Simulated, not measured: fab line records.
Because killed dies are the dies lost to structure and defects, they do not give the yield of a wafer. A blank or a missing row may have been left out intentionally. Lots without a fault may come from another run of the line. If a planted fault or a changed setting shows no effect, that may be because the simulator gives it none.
fab line records -- flow gf180mcu
[record] lots = 13, wafers = 39, lastDay = 34
route steps=602 shown NWELL@52 LVPWELL@64 MVSD@76 POLY_GATE@169 HV_LDD@228
lots with no fault: from the same line, run without faults
startH: hours from the record's opening day to when the first of the lot's shown wafers began -- waitH: time in hours since the lot's previous step -- " repeats the value in the row above -- L1.1+2: one row covering several wafers at once -- - either no value or no given start -- * or withheld: withheld -- < > ~ a bound
route shown NAME@n: names a module that has steps shown in the file, with the first one's number in the route -- usual: mean/standard deviation taken from wafers without a fault -- same: alike in all rows -- chamber/n: place in a boat -- sites: readings site by site -- _std_site: their standard deviation -- _edge_site: the outer-site mean with the inner-site mean subtracted -- radiusMm: how far each site lies from the wafer's centre -- mask NAME#n: copy n -- behind: the tool/chamber that last shaped the wafer -- hold: reason for holding the lot/hours on hold/outcome of the hold -- device: the transistor (n, p or np) that didn't switch -- end of line: tests of these same wafers at the route's end -- a step given without rows: its recipe and nothing more -- killed: the dies lost at the first sort to structure and to defects; this is not the yield of the wafer -- map: the dies of a wafer, with x for killed, . for not killed, _ for no die there
set.NAME: the setting that was run; set.NAME@STEP: the one run at that earlier step -- model.NAME: the simulator's own value behind a step, which no gauge read
a sample of lots followed through the steps of the route, with each step as a table and each wafer as a row
services: a tool's chamber out of use, with start hour (startH, from the record's first day; less than 0 if before it), hours out, and reason
[[steps]]
[step GF_NWELL_STRIP_10]
[recipe] chemistry = O2/N2, powerW = 1400, pressureMtorr = 1500, platenTempC = 250, o2FlowSccm = 3000, n2FlowSccm = 300, overashFraction = 0.5
[usual] drypumpMotorCurrentA = 6.0/0.43, heaterPowerW = 303/52, oesProductAu = 0.722/0.0049, stripTimeToEndpointS = 36.96/0.1
[same] overashFraction = 0.5
lot.wafer,tool,chamber,startH,waitH,drypumpMotorCurrentA,heaterPowerW,oesProductAu,rfHoursCounterH,stripTimeToEndpointS
L520.1,plasmaAsher-02,1,60.92,0.1,6.2,418,0.721,44,37.01
L520.5,plasmaAsher-02,1,60.92,0.1,6.3,410,0.733,-,36.86
L520.6,plasmaAsher-02,0,60.92,0.1,5.3,306,0.725,-,36.98
L521.1,plasmaAsher-02,0,67.06,0.1,5.3,310,0.728,45,36.99
L521.4,plasmaAsher-02,0,67.06,0.1,5.3,307,0.723,-,37.04
L521.5,plasmaAsher-02,0,67.06,0.1,5.3,313,0.732,-,36.99
L522.1,plasmaAsher-03,0,70.77,0.1,5.7,305,0.714,31,36.93
L522.3,plasmaAsher-03,1,70.77,0.1,4.8,320,0.720,-,37.05
L522.4,plasmaAsher-03,0,70.77,0.1,5.7,308,0.715,-,37.05
L524.2,plasmaAsher-01,1,82.22,0.1,6.0,326,0.731,47,37.00
L524.5,plasmaAsher-01,0,82.22,0.1,6.4,241,0.726,-,37.16
L524.6,plasmaAsher-01,1,82.22,0.1,6.0,327,0.715,-,37.00
L525.1,plasmaAsher-01,0,87.92,0.1,6.4,242,0.712,48,36.90
L525.5,plasmaAsher-01,0,87.92,0.1,6.3,249,0.722,-,36.85
L525.6,plasmaAsher-01,1,87.92,0.1,6.0,323,0.713,-,36.94
L528.2,plasmaAsher-01,0,106.41,0.1,6.3,243,0.723,50,36.96
L528.3,plasmaAsher-01,1,106.41,0.1,6.0,323,0.719,-,37.02
L528.6,plasmaAsher-01,1,106.41,0.1,6.0,327,0.713,-,36.96
L535.2,plasmaAsher-01,1,143.21,0.1,6.0,309,0.720,54,36.98
L535.4,plasmaAsher-01,1,143.21,0.1,6.0,332,0.722,-,36.89
L535.5,plasmaAsher-01,1,143.21,0.1,6.0,321,0.726,-,37.00
L536.1,plasmaAsher-03,0,149.87,0.1,5.7,306,0.729,2,37.18
L536.3,plasmaAsher-03,0,149.87,0.1,5.7,307,0.727,-,37.28
L536.5,plasmaAsher-03,1,149.87,0.1,4.9,325,0.723,-,37.16
L537.2,plasmaAsher-03,0,153.32,0.1,5.7,318,0.723,3,37.13
L537.3,plasmaAsher-03,0,153.32,0.1,5.7,304,0.721,-,36.96
L537.5,plasmaAsher-03,0,153.32,0.1,5.7,305,0.727,-,37.05
L538.1,plasmaAsher-01,1,160.06,0.1,6.0,324,0.723,56,37.05
L538.2,plasmaAsher-01,0,160.06,0.1,6.4,250,0.729,56,37.04
L538.4,plasmaAsher-01,0,160.06,0.1,6.4,243,0.729,-,37.07
L539.2,plasmaAsher-02,0,167.81,0.1,5.4,309,0.716,57,36.95
L539.3,plasmaAsher-02,1,167.81,0.1,6.3,416,0.722,-,36.88
L539.4,plasmaAsher-02,0,167.81,0.1,5.4,307,0.722,-,36.85
L541.2,plasmaAsher-02,1,176.81,0.1,6.3,420,0.717,58,36.76
L541.3,plasmaAsher-02,1,176.81,0.1,6.2,402,0.737,-,36.83
L541.4,plasmaAsher-02,0,176.81,0.1,5.3,315,0.723,-,36.81
L542.1,plasmaAsher-01,0,181.01,0.1,6.4,250,0.728,58,36.93
L542.2,plasmaAsher-01,1,181.01,0.1,6.0,317,0.728,58,36.86
L542.5,plasmaAsher-01,0,181.01,0.1,6.4,246,0.720,-,36.94
[step GF_LVPWELL_STRIP_10]
[recipe] chemistry = O2/N2, powerW = 1400, pressureMtorr = 1500, platenTempC = 250, o2FlowSccm = 3000, n2FlowSccm = 300, overashFraction = 0.5
[usual] drypumpMotorCurrentA = 5.9/0.37, heaterPowerW = 314/50, oesProductAu = 0.723/0.0052, stripTimeToEndpointS = 36.94/0.11
[same] overashFraction = 0.5
lot.wafer,tool,chamber,startH,waitH,drypumpMotorCurrentA,heaterPowerW,oesProductAu,rfHoursCounterH,stripTimeToEndpointS
L520.1,plasmaAsher-04,0,74.38,0.1,5.9,272,0.721,28,37.05
L520.5,plasmaAsher-04,1,74.38,0.1,6.1,379,0.731,-,37.08
L520.6,plasmaAsher-04,0,74.38,0.1,5.9,270,0.723,-,36.99
L521.1,plasmaAsher-04,1,80.26,0.1,6.1,383,0.709,28,36.98
L521.4,plasmaAsher-04,1,80.26,0.1,6.0,388,0.719,-,36.97
L521.5,plasmaAsher-04,0,80.26,0.1,6.0,272,0.728,-,36.88
L522.1,plasmaAsher-01,0,84.06,0.1,6.4,249,0.717,47,36.94
L522.3,plasmaAsher-01,1,84.06,0.1,6.0,324,0.729,-,36.90
L522.4,plasmaAsher-01,0,84.06,0.1,6.4,249,0.723,-,36.94
L524.2,plasmaAsher-04,0,96.57,0.1,6.0,281,0.729,30,36.82
L524.5,plasmaAsher-04,0,96.57,0.1,6.0,280,0.717,-,36.81
L524.6,plasmaAsher-04,1,96.57,0.1,6.1,391,0.726,-,36.81
L525.1,plasmaAsher-01,1,101.68,0.1,6.0,312,0.718,49,37.08
L525.5,plasmaAsher-01,1,101.68,0.1,6.0,321,0.723,-,37.12
L525.6,plasmaAsher-01,0,101.68,0.1,6.4,241,0.728,-,37.02
L528.2,plasmaAsher-01,0,121.12,0.1,6.4,245,0.935,51,-
L528.3,plasmaAsher-01,0,121.12,0.1,6.4,246,0.939,-,-
L528.6,plasmaAsher-01,1,121.12,0.1,6.0,322,0.934,-,-
L535.2,plasmaAsher-04,0,159.41,0.1,5.9,273,0.717,37,36.93
L535.4,plasmaAsher-04,0,159.41,0.1,6.0,269,0.728,-,36.95
L535.5,plasmaAsher-04,0,159.41,0.1,6.0,280,0.714,-,37.08
L536.1,plasmaAsher-04,0,165.96,0.1,6.1,274,0.729,38,36.93
L536.3,plasmaAsher-04,0,165.96,0.1,6.1,276,0.717,-,37.03
L536.5,plasmaAsher-04,0,165.96,0.1,6.0,272,0.725,-,36.91
L537.2,plasmaAsher-04,1,169.46,0.1,6.1,392,0.720,38,37.13
L537.3,plasmaAsher-04,0,169.46,0.1,6.0,283,0.721,-,36.93
L537.5,plasmaAsher-04,1,169.46,0.1,6.0,397,0.735,-,36.99
L538.1,plasmaAsher-04,0,176.73,0.1,6.0,276,0.726,39,36.88
L538.2,plasmaAsher-04,1,176.73,0.1,6.0,380,0.727,39,36.90
L538.4,plasmaAsher-04,0,176.73,0.1,6.0,277,0.724,-,36.83
L539.2,plasmaAsher-01,0,184.01,0.1,6.4,243,0.721,58,37.01
L539.3,plasmaAsher-01,0,184.01,0.1,6.4,242,0.724,-,36.80
L539.4,plasmaAsher-01,1,184.01,0.1,6.0,324,0.719,-,36.87
L541.2,plasmaAsher-04,0,193.81,0.1,6.0,278,0.728,41,36.96
L541.3,plasmaAsher-04,1,193.81,0.1,6.1,385,0.727,-,37.08
L541.4,plasmaAsher-04,0,193.81,0.1,6.0,275,0.719,-,36.95
L542.1,plasmaAsher-01,0,198.06,0.1,6.4,239,0.717,60,36.92
L542.2,plasmaAsher-01,1,198.06,0.1,6.0,322,0.718,60,36.85
L542.5,plasmaAsher-01,0,198.06,0.1,6.4,241,0.720,-,36.92
[step GF_MVSD_STRIP_10]
[recipe] chemistry = O2/N2, powerW = 1400, pressureMtorr = 1500, platenTempC = 250, o2FlowSccm = 3000, n2FlowSccm = 300, overashFraction = 0.5
[usual] drypumpMotorCurrentA = 6.0/0.31, heaterPowerW = 326/59, oesProductAu = 0.723/0.0044, stripTimeToEndpointS = 36.91/0.12
[same] overashFraction = 0.5
lot.wafer,tool,chamber,startH,waitH,drypumpMotorCurrentA,heaterPowerW,oesProductAu,rfHoursCounterH,stripTimeToEndpointS
L520.1,plasmaAsher-04,1,88.28,0.1,6.0,381,0.724,29,36.99
L520.5,plasmaAsher-04,0,88.28,0.1,6.0,280,0.712,-,36.88
L520.6,plasmaAsher-04,1,88.28,0.1,6.1,386,0.725,-,36.97
L521.1,plasmaAsher-02,0,94.22,0.1,5.3,312,0.721,47,37.04
L521.4,plasmaAsher-02,0,94.22,0.1,5.3,316,0.722,-,36.92
L521.5,plasmaAsher-02,1,94.22,0.1,6.2,414,0.724,-,37.01
L522.1,plasmaAsher-04,0,98.23,0.1,6.0,276,0.723,30,36.93
L522.3,plasmaAsher-04,1,98.23,0.1,6.0,376,0.716,-,36.85
L522.4,plasmaAsher-04,0,98.23,0.1,5.9,279,0.717,-,36.98
L524.2,plasmaAsher-04,1,110.71,0.1,6.0,389,0.725,31,37.00
L524.5,plasmaAsher-04,1,110.71,0.1,6.1,375,0.729,-,36.87
L524.6,plasmaAsher-04,0,110.71,0.1,6.0,272,0.720,-,36.93
L525.1,plasmaAsher-02,1,116.38,0.1,6.2,417,0.721,50,37.07
L525.5,plasmaAsher-02,0,116.38,0.1,5.3,309,0.727,-,37.05
L525.6,plasmaAsher-02,1,116.38,0.1,6.2,416,0.721,-,37.00
L528.2,plasmaAsher-01,1,136.31,0.1,6.0,320,0.728,53,60.35
L528.3,plasmaAsher-01,1,136.31,0.1,6.0,324,0.729,-,60.35
L528.6,plasmaAsher-01,0,136.31,0.1,6.4,238,0.731,-,60.35
L535.2,plasmaAsher-04,1,175.38,0.1,6.1,386,0.723,39,37.03
L535.4,plasmaAsher-04,0,175.38,0.1,6.0,280,0.722,-,37.09
L535.5,plasmaAsher-04,0,175.38,0.1,6.0,280,0.718,-,36.97
L536.1,plasmaAsher-02,0,182.38,0.1,5.4,310,0.723,59,36.98
L536.3,plasmaAsher-02,0,182.38,0.1,5.3,319,0.727,-,36.94
L536.5,plasmaAsher-02,0,182.38,0.1,5.3,307,0.728,-,36.97
L537.2,plasmaAsher-01,1,186.56,0.1,6.0,321,0.723,59,37.16
L537.3,plasmaAsher-01,1,186.56,0.1,6.0,322,0.721,-,37.07
L537.5,plasmaAsher-01,1,186.56,0.1,6.0,327,0.728,-,37.11
L538.1,plasmaAsher-04,1,192.95,0.1,6.1,377,0.727,41,36.86
L538.2,plasmaAsher-04,0,192.95,0.1,6.0,284,0.723,41,36.88
L538.4,plasmaAsher-04,1,192.95,0.1,6.1,380,0.717,-,36.77
L539.2,plasmaAsher-02,0,201.01,0.1,5.3,312,0.722,61,36.80
L539.3,plasmaAsher-02,0,201.01,0.1,5.3,317,0.724,-,36.68
L539.4,plasmaAsher-02,1,201.01,0.1,6.3,412,0.722,-,36.70
L541.2,plasmaAsher-04,1,211.56,0.1,6.1,381,0.720,43,36.63
L541.3,plasmaAsher-04,1,211.56,0.1,6.0,383,0.718,-,36.72
L541.4,plasmaAsher-04,0,211.56,0.1,6.0,272,0.724,-,36.65
L542.1,plasmaAsher-04,1,215.46,0.1,6.1,380,0.721,43,36.71
L542.2,plasmaAsher-04,0,215.46,0.1,6.0,278,0.721,43,36.84
L542.5,plasmaAsher-04,0,215.46,0.1,5.9,274,0.727,-,36.76
[step GF_MVSD_TW_MEAS_11]
[usual] MVSD_TW = 1568/13
lot.wafer,tool,chamber,startH,waitH,MVSD_TW
L520.1,filmMetro-01,-,88.38,0.1,1585
L520.5,filmMetro-01,-,88.38,0.1,1581
L520.6,filmMetro-01,-,88.38,0.1,1582
L521.1,filmMetro-01,-,94.32,0.1,1594
L521.4,filmMetro-01,-,94.32,0.1,1586
L521.5,filmMetro-01,-,94.32,0.1,1584
L522.1,filmMetro-04,-,98.33,0.1,1560
L522.3,filmMetro-04,-,98.33,0.1,1555
L522.4,filmMetro-04,-,98.33,0.1,1562
L524.2,filmMetro-01,-,110.82,0.1,1573
L524.5,filmMetro-01,-,110.82,0.1,1578
L524.6,filmMetro-01,-,110.82,0.1,1580
L525.1,filmMetro-01,-,116.48,0.1,1581
L525.5,filmMetro-01,-,116.48,0.1,1585
L525.6,filmMetro-01,-,116.48,0.1,1570
L528.2,filmMetro-03,-,136.42,0.1,30
L528.3,filmMetro-03,-,136.42,0.1,29
L528.6,filmMetro-03,-,136.42,0.1,30
L535.2,filmMetro-01,-,175.49,0.1,1582
L535.4,filmMetro-01,-,175.49,0.1,1588
L535.5,filmMetro-01,-,175.49,0.1,1583
L536.1,filmMetro-03,-,182.48,0.1,1561
L536.3,filmMetro-03,-,182.48,0.1,1561
L536.5,filmMetro-03,-,182.48,0.1,1565
L537.2,filmMetro-03,-,186.67,0.1,1561
L537.3,filmMetro-03,-,186.67,0.1,1566
L537.5,filmMetro-03,-,186.67,0.1,1557
L538.1,filmMetro-04,-,193.05,0.1,1572
L538.2,filmMetro-04,-,193.05,0.1,1560
L538.4,filmMetro-04,-,193.05,0.1,1571
L539.2,filmMetro-01,-,201.12,0.1,1593
L539.3,filmMetro-01,-,201.12,0.1,1590
L539.4,filmMetro-01,-,201.12,0.1,1591
L541.2,filmMetro-03,-,211.67,0.1,1553
L541.3,filmMetro-03,-,211.67,0.1,1557
L541.4,filmMetro-03,-,211.67,0.1,1568
L542.1,filmMetro-01,-,215.56,0.1,1592
L542.2,filmMetro-01,-,215.56,0.1,1585
L542.5,filmMetro-01,-,215.56,0.1,1587
[step GF_POLY_GATE_ETCH_12]
[recipe] chemistry = N2/H2, targetDepthA = withheld, overetchA = withheld, timeS = withheld, target = BARC, ionEnergyEv = 200, sourceW = 500, biasW = 100, pressureMtorr = 30, n2FlowSccm = 100, h2FlowSccm = 200
[usual] drypumpMotorCurrentA = 5.6/0.44, oesProductAu = 0.735/0.0047, rfFwdPowerW = 496.1/1.9, throttleValvePct = 13.215/0.0087
lot.wafer,tool,chamber,startH,waitH,drypumpMotorCurrentA,oesProductAu,rfFwdPowerW,throttleValvePct
L520.1,rieDiel-04,1,202.83,0.0,4.8,0.728,497.5,13.213
L520.5,rieDiel-04,3,202.83,0.0,5.5,0.732,497.0,13.193
L520.6,rieDiel-04,2,202.83,0.0,6.0,0.741,498.2,13.227
L521.1,rieDiel-01,2,209.13,0.0,6.6,0.741,497.4,13.222
L521.4,rieDiel-01,3,209.13,0.0,5.9,0.733,495.2,13.211
L521.5,rieDiel-01,2,209.13,0.0,6.6,0.729,497.3,13.204
L522.1,rieDiel-04,1,216.05,0.0,4.8,0.731,495.1,13.212
L522.3,rieDiel-04,0,216.05,0.0,5.5,0.736,496.6,13.219
L522.4,rieDiel-04,3,216.05,0.0,5.5,0.739,490.6,13.227
L524.2,rieDiel-04,2,233.15,0.0,6.0,0.729,496.7,13.214
L524.5,rieDiel-04,2,233.15,0.0,6.0,0.735,498.8,13.213
L524.6,rieDiel-04,3,233.15,0.0,5.5,0.736,496.3,13.215
L525.1,rieDiel-04,1,238.58,0.0,4.8,0.738,495.9,13.218
L525.5,rieDiel-04,2,238.58,0.0,6.0,0.733,498.1,13.220
L525.6,rieDiel-04,1,238.58,0.0,4.8,0.731,494.5,13.217
L528.2,rieDiel-04,0,263.70,0.0,5.6,0.729,498.0,13.217
L528.3,rieDiel-04,2,263.70,0.0,6.0,0.730,496.6,13.206
L528.6,rieDiel-04,2,263.70,0.0,6.0,0.735,496.3,13.223
L535.2,rieDiel-03,2,308.38,0.0,5.7,0.739,497.3,13.217
L535.4,rieDiel-03,3,308.38,0.0,5.5,0.730,497.9,13.221
L535.5,rieDiel-03,1,308.38,0.0,5.5,0.741,494.4,13.217
L536.1,rieDiel-04,3,320.58,0.0,5.5,0.728,496.7,13.220
L536.3,rieDiel-04,2,320.58,0.0,6.0,0.731,498.0,13.229
L536.5,rieDiel-04,1,320.58,0.0,4.8,0.732,495.0,13.218
L537.2,rieDiel-01,3,323.07,0.0,5.9,0.739,495.0,13.200
L537.3,rieDiel-01,2,323.07,0.0,6.5,0.728,497.0,13.219
L537.5,rieDiel-01,3,323.07,0.0,5.9,0.734,499.6,13.203
L538.1,rieDiel-04,0,334.28,0.0,5.6,0.740,498.5,13.221
L538.2,rieDiel-04,1,334.28,0.0,4.8,0.728,495.0,13.206
L538.4,rieDiel-04,2,334.28,0.0,6.0,0.740,498.2,13.206
L539.2,rieDiel-01,2,341.18,0.0,6.6,0.740,495.9,13.218
L539.3,rieDiel-01,0,341.18,0.0,5.0,0.737,496.9,13.204
L539.4,rieDiel-01,1,341.18,0.0,5.9,0.735,496.4,13.211
L541.2,rieDiel-01,1,357.53,0.0,5.9,0.734,496.0,13.208
L541.3,rieDiel-01,3,357.53,0.0,5.9,0.733,495.3,13.220
L541.4,rieDiel-01,0,357.53,0.0,5.0,0.735,495.2,13.205
L542.1,rieDiel-04,0,359.23,0.0,5.6,0.726,495.0,13.217
L542.2,rieDiel-04,3,359.23,0.0,5.4,0.751,495.7,13.206
L542.5,rieDiel-04,2,359.23,0.0,6.0,0.736,497.9,13.221
[step GF_HV_LDD_RTA_52]
[recipe] tempC = 1000, timeS = 10, ambient = N2
[usual] lampPowerPct = 34.9/0.65, wafer_temp_C_max = 1004.3/1.2
lot.wafer,tool,chamber,startH,waitH,lampPowerPct,wafer_temp_C_max
L520.1,rtpAnneal-02,0,279.66,0.0,35.5,1004.9
L520.5,rtpAnneal-02,0,279.66,0.0,35.6,1004.1
L520.6,rtpAnneal-02,0,279.66,0.0,35.5,1004.8
L521.1,rtpAnneal-01,0,286.46,0.0,34.1,1002.6
L521.4,rtpAnneal-01,0,286.46,0.0,34.1,1002.8
L521.5,rtpAnneal-01,0,286.46,0.0,34.2,1002.8
L522.1,rtpAnneal-01,0,295.29,0.0,34.2,1004.0
L522.3,rtpAnneal-01,0,295.29,0.0,34.2,1003.3
L522.4,rtpAnneal-01,0,295.29,0.0,34.2,1004.7
L524.2,rtpAnneal-01,0,312.15,0.0,34.2,1003.1
L524.5,rtpAnneal-01,0,312.15,0.0,34.1,1003.4
L524.6,rtpAnneal-01,0,312.15,0.0,34.2,1002.2
L525.1,rtpAnneal-02,0,320.14,0.0,35.5,1005.7
L525.5,rtpAnneal-02,0,320.14,0.0,35.5,1004.4
L525.6,rtpAnneal-02,0,320.14,0.0,35.5,1005.3
L528.2,rtpAnneal-01,0,349.15,0.0,34.2,1003.5
L528.3,rtpAnneal-01,0,349.15,0.0,34.2,1003.8
L528.6,rtpAnneal-01,0,349.15,0.0,34.1,1003.8
L535.2,rtpAnneal-02,0,400.32,0.0,35.5,1005.1
L535.4,rtpAnneal-02,0,400.32,0.0,35.5,1003.4
L535.5,rtpAnneal-02,0,400.32,0.0,35.5,1005.8
L536.1,rtpAnneal-02,0,413.81,0.0,35.5,1006.1
L536.3,rtpAnneal-02,0,413.81,0.0,35.5,1003.6
L536.5,rtpAnneal-02,0,413.81,0.0,35.5,1002.8
L537.2,rtpAnneal-01,0,417.61,0.0,34.1,1003.0
L537.3,rtpAnneal-01,0,417.61,0.0,34.2,1005.1
L537.5,rtpAnneal-01,0,417.61,0.0,34.2,1004.3
L538.1,rtpAnneal-01,0,428.65,0.0,34.1,1002.6
L538.2,rtpAnneal-01,0,428.65,0.0,34.2,1002.5
L538.4,rtpAnneal-01,0,428.65,0.0,34.2,1002.2
L539.2,rtpAnneal-01,0,437.05,0.0,34.2,1002.6
L539.3,rtpAnneal-01,0,437.05,0.0,34.1,1002.6
L539.4,rtpAnneal-01,0,437.05,0.0,34.2,1003.6
L541.2,rtpAnneal-02,0,454.56,0.0,35.5,1006.1
L541.3,rtpAnneal-02,0,454.56,0.0,35.5,1005.6
L541.4,rtpAnneal-02,0,454.56,0.0,35.5,1004.6
L542.1,rtpAnneal-02,0,456.20,0.0,35.5,1003.9
L542.2,rtpAnneal-02,0,456.20,0.0,35.5,1004.4
L542.5,rtpAnneal-02,0,456.20,0.0,35.5,1006.0
[[services]]
tool,chamber,startH,hours,kind
rtpAnneal-01,-,48.30,1.1,pm
rieDiel-04,2,51.37,10.4,repair
rieDiel-03,0,85.75,1.6,repair
rieDiel-01,-,106.52,1.1,repair
rtpAnneal-02,-,107.02,4.0,pm
plasmaAsher-01,-,107.36,0.8,repair
plasmaAsher-03,-,108.75,9.0,pm
plasmaAsher-03,-,133.77,8.5,repair
plasmaAsher-03,-,142.05,0.8,repair
plasmaAsher-03,-,158.30,28.1,pm
plasmaAsher-01,-,162.47,5.6,repair
rieDiel-01,0,179.19,4.5,repair
rieDiel-04,-,223.84,0.4,repair
plasmaAsher-01,-,291.86,2.8,pm
rieDiel-01,1,297.80,13.4,repair
plasmaAsher-02,-,304.29,7.7,repair
plasmaAsher-03,-,347.91,2.8,pm
rieDiel-01,0,361.12,6.6,repair
plasmaAsher-03,-,369.06,0.9,repair
rieDiel-04,2,373.29,7.9,repair
rieDiel-04,0,380.52,19.1,repair
plasmaAsher-03,-,399.25,2.2,repair
rieDiel-01,3,412.20,2.8,repair
plasmaAsher-02,-,421.25,9.0,pm
[[key]]
[firstSign] step = GF_LVPWELL_STRIP_10, reading = oesProductAu, direction = up, sigmas = 41, usual = 0.723, struck = 0.936
[effect] step = GF_MVSD_STRIP_10, reading = stripTimeToEndpointS, direction = up, sigmas = 99+, usual = *, struck = *
[effect] step = GF_MVSD_TW_MEAS_11, reading = MVSD_TW, direction = down, sigmas = 99+, usual = 1568, struck = 30
metAt GF_LVPWELL_STRIP_10
struckLots L528
sortLeftOut L528.2,L528.3,L528.6
testerLeftOut L528
notActingAt GF_NWELL_STRIP_10,GF_POLY_GATE_ETCH_12,GF_HV_LDD_RTA_52
onsetBetween 101.68 121.12
[fault] kind = stripAborted, tool = plasmaAsher-01, chamber = -, onsetH = 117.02, steps = GF_LVPWELL_STRIP_10, offset = 0.7576, endH = 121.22
// testerLeftOut: of these lots the tester's yield and bins aren't shown, on N5 and GAA mostly nor the transistor test; their killed dies are dies lost to structure and defects alone, not to doping, threshold or leakage, so they don't give the yield
// sortLeftOut: the simulated sort isn't trusted on such a fault, so these wafers' sort isn't shown, and their yield isn't known
